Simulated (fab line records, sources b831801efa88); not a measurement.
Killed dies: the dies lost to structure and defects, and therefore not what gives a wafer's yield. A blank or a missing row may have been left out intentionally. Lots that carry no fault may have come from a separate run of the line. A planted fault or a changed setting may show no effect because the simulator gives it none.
A struck lot beside a sound one / flow sky130 / 44 steps out of a route of 708
Sound: these wafers, L923.2, L923.4, L923.5. Wafers struck: L942.1, L942.4, L942.6. At the end, the cause is stated.
Each step with rows lists, per side, the tool, then ch with its chambers, then its first start. Under that, the readings that differ: sound wafers / struck wafers / difference of the means / sigmas: that difference in standard deviations of wafers without a fault.
alike: same words and numbers on both sides, and readings whose means sit less than 2 such deviations apart. not compared: any withheld reading, any reading some wafer has no value for, any bound like >300 that may hide the same value, and any number with overlapping values for which the record gives no deviation.
The two part at a step that has a row with sigmas, a row that says differs or no value, or rows on one side only. Numbers that have no deviation but don't overlap get no sigmas and don't part them. A reading missing from all wafers of one side parts the sides only when that side holds two or more wafers.

first, 5 steps without rows for these wafers: SKY_FIELD_ISO_WET_ETCH_18 (etches Si3N4 in H3PO4, target depth 25 nm, time 286 s); SKY_FIELD_ISO_CLEAN_19 (cleans in SC1/SC2, time 150 s); SKY_FIELD_ISO_CLEAN_20 (cleans in dHF, time 20 s); SKY_FIELD_ISO_WET_ETCH_21 (etches SiO2 in dHF, target depth 20 nm, time 400 s); SKY_FIELD_ISO_OXIDATION_22 (stabilise 600 s, purge 300 s, target thk 10 nm).
SKY_FIELD_ISO_THK_MEAS_23:
  sound: film_metro-02 at day 2 16:40; struck: film_metro-02 at day 6 19:55
  alike: FIELD_ISO_OXIDATION_01_THK
then, 1 step without rows for these wafers: SKY_FIELD_ISO_CVD_24 (deposits SiO2, target thk 595 nm, time 99.2 s).
SKY_FIELD_ISO_THK_MEAS_25:
  sound: film_metro-03 at day 2 16:47; struck: film_metro-03 at day 6 20:07
  alike: FIELD_ISO_CVD_24_THK
then, 1 step without rows for these wafers: SKY_FIELD_ISO_ANNEAL_26 (time 1800 s).
SKY_FIELD_ISO_CMP_27: polishes, stops on Si3N4, t overpolish 16 s, target thk 457.8 nm.
  sound on cmp-02 ch 1,2, day 2 18:20; struck on cmp-01 ch 0,2, day 7 03:02
  alike: head_pressure_psi, motor_current_A, overpolish_run_s, retaining_ring_pressure_frac, time_to_endpoint_s
then, 2 steps without rows for these wafers: SKY_FIELD_ISO_WET_ETCH_28 (etches SiO2 in dHF, target depth 23.7 nm, time 47 s); SKY_FIELD_ISO_WET_ETCH_29 (etches Si3N4 in H3PO4, target depth 160 nm, time 1825 s).
SKY_FIELD_ISO_WET_ETCH_30: etches SiO2 in dHF, target depth 25 nm, time 50 s.
  sound on wet_bench-01 ch 1, day 2 19:11; struck on wet_bench-01 ch 2, day 7 03:53
reading=run_length_s (s); sound=76.5 76.5 76.5; struck=32.8 32.8 32.8; difference=-43.7; sigmas=-20
reading=model.SiO2_of_FIELD_ISO_CVD_24.thk_nm (nm); sound=404.9 405.6 404.9; struck=428.5 427.8 427.2; difference=+22.7; sigmas=
then, 2 steps without rows for these wafers: SKY_NWELL_CLEAN_00 (cleans in SC1/SC2, time 150 s); SKY_NWELL_OXIDATION_01 (stabilise 600 s, purge 300 s, target thk 10 nm).
SKY_NWELL_THK_MEAS_02:
  sound: film_metro-04 at day 2 20:46; struck: film_metro-04 at day 7 15:20
reading=NWELL_OXIDATION_THK (nm); sound=10.52 10.38 10.45; struck=9.82 9.77 9.93; difference=-0.61; sigmas=-3
then, 8 steps without rows for these wafers: SKY_DNWELL_DEHYDRATE_00 (time 60 s); SKY_DNWELL_HMDS_01 (prime time 60 s); SKY_DNWELL_COAT_02 (resist thk 3000 nm); SKY_DNWELL_SOFTBAKE_03; SKY_DNWELL_EXPOSE_04 (exposes mask DNM, target cd 3000 nm); SKY_DNWELL_PEB_05; SKY_DNWELL_DEVELOP_06 (develop time 60 s); SKY_DNWELL_IMPLANT_07.
SKY_DNWELL_STRIP_08: strips in O2/N2.
  sound on plasma_asher-01 ch 0,1, day 3 12:24; struck on plasma_asher-03 ch 1, day 8 11:15
  alike: drypump_motor_current_A, oes_product_au, strip_time_to_endpoint_s
  not compared: rf_hours_counter_h
SKY_DNWELL_TW_MEAS_09:
  sound: film_metro-04 at day 3 12:31; struck: film_metro-03 at day 8 11:21
  alike: DNWELL_TW
then, 7 steps without rows for these wafers: SKY_PWDE_DEHYDRATE_00 (time 60 s); SKY_PWDE_HMDS_01 (prime time 60 s); SKY_PWDE_COAT_02 (resist thk 3000 nm); SKY_PWDE_SOFTBAKE_03; SKY_PWDE_EXPOSE_04 (exposes mask PWDEM, target cd 840 nm); SKY_PWDE_PEB_05; SKY_PWDE_DEVELOP_06 (develop time 60 s).
SKY_PWDE_OVL_MEAS_07:
  sound: overlay-01 at day 4 04:40; struck: overlay-02 at day 9 08:17
  alike: PWDE_OVL
then, 1 step without rows for these wafers: SKY_PWDE_IMPLANT_08.
SKY_PWDE_STRIP_09: strips in O2/N2.
  sound on plasma_asher-02 ch 0,1, day 4 04:50; struck on plasma_asher-02 ch 0,1, day 9 08:28
  alike: drypump_motor_current_A, oes_product_au, strip_time_to_endpoint_s
  not compared: rf_hours_counter_h
SKY_PWDE_TW_MEAS_10:
  sound: film_metro-01 at day 4 04:57; struck: film_metro-03 at day 9 08:34
reading=PWDE_TW; sound=380 383 382; struck=369 373 373; difference=-10; sigmas=-2
then, 5 steps without rows for these wafers: SKY_NWELL_DEHYDRATE_03 (time 60 s); SKY_NWELL_HMDS_04 (prime time 60 s); SKY_NWELL_COAT_05 (resist thk 3000 nm); SKY_NWELL_SOFTBAKE_06; SKY_NWELL_EXPOSE_07 (exposes mask NWM, target cd 840 nm).
-- the record jumps here: 26 days lie between the struck wafers' starts before and after (it left off in module NWELL and takes up again in module SALICIDE, whose first step shown is number 361 of the route) --
SKY_SALICIDE_CLEAN_00: cleans in HF-last, time 30 s.
  sound on wet_bench-02 ch 3, day 28 11:57; struck on wet_bench-03 ch 3, day 35 10:35
reading=model.SiO2_of_FIELD_ISO_CVD_24.thk_nm (nm); sound=358.4 359 358.5; struck=382.7 381.9 381.4; difference=+23.4; sigmas=
-- the record jumps here: 15 days lie between the struck wafers' starts before and after (it left off in module SALICIDE and takes up again in module PAD_OPEN, whose first step shown is number 708 of the route) --
SKY_PAD_OPEN_PROBE_99:
  sound: prober-02 at day 46 03:03; struck: prober-01 at day 50 21:46
reading=killed_at_M4_up; sound=1 1 1; struck=6 5 6; difference=+5; sigmas=+2
reading=model.etest.res_p_drift_20v.line_ohm_um; sound=1.164e+04 1.21e+04 1.172e+04; struck=1.231e+04 1.364e+04 1.266e+04; difference=+1.050e+03; sigmas=
reading=model.etest.res_p_drift_20v.rs_ohm_sq; sound=9582 9962 9819; struck=1.016e+04 1.134e+04 1.038e+04; difference=+8.390e+02; sigmas=
reading=model.etest.pfet_16v.r_on_ohm_um; sound=1.479e+04 1.515e+04 1.5e+04; struck=1.566e+04 1.642e+04 1.588e+04; difference=+1.007e+03; sigmas=
reading=model.etest.res_iso_pwell.rs_ohm_sq; sound=2914 3041 3013; struck=3343 3848 3421; difference=+548; sigmas=
reading=model.etest.res_iso_pwell.line_ohm_um; sound=1089 1147 1145; struck=1269 1476 1312; difference=+225; sigmas=
reading=model.etest.res_nwell.line_ohm_um; sound=1061 1087 1085; struck=1282 1355 1309; difference=+238; sigmas=
reading=model.etest.res_nwell.rs_ohm_sq; sound=893.5 912.2 910; struck=1094 1169 1102; difference=+216; sigmas=
reading=model.etest.cap_li_to_poly.c_af_um2; sound=98.44 94.65 98.33; struck=105.5 104.2 107.2; difference=+8.5; sigmas=
  alike: killed_at_M0_to_M3, killed_at_contacts, killed_at_front_end, killed_at_other, killed_dies, killed_open, killed_short

== WHERE THEY PART ==
Earliest at SKY_FIELD_ISO_WET_ETCH_30; latest, in this record, at SKY_PAD_OPEN_PROBE_99.

WHY: what had been put in by the simulator
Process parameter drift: wet_bench-01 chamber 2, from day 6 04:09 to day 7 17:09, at SKY_FIELD_ISO_WET_ETCH_30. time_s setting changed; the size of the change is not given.
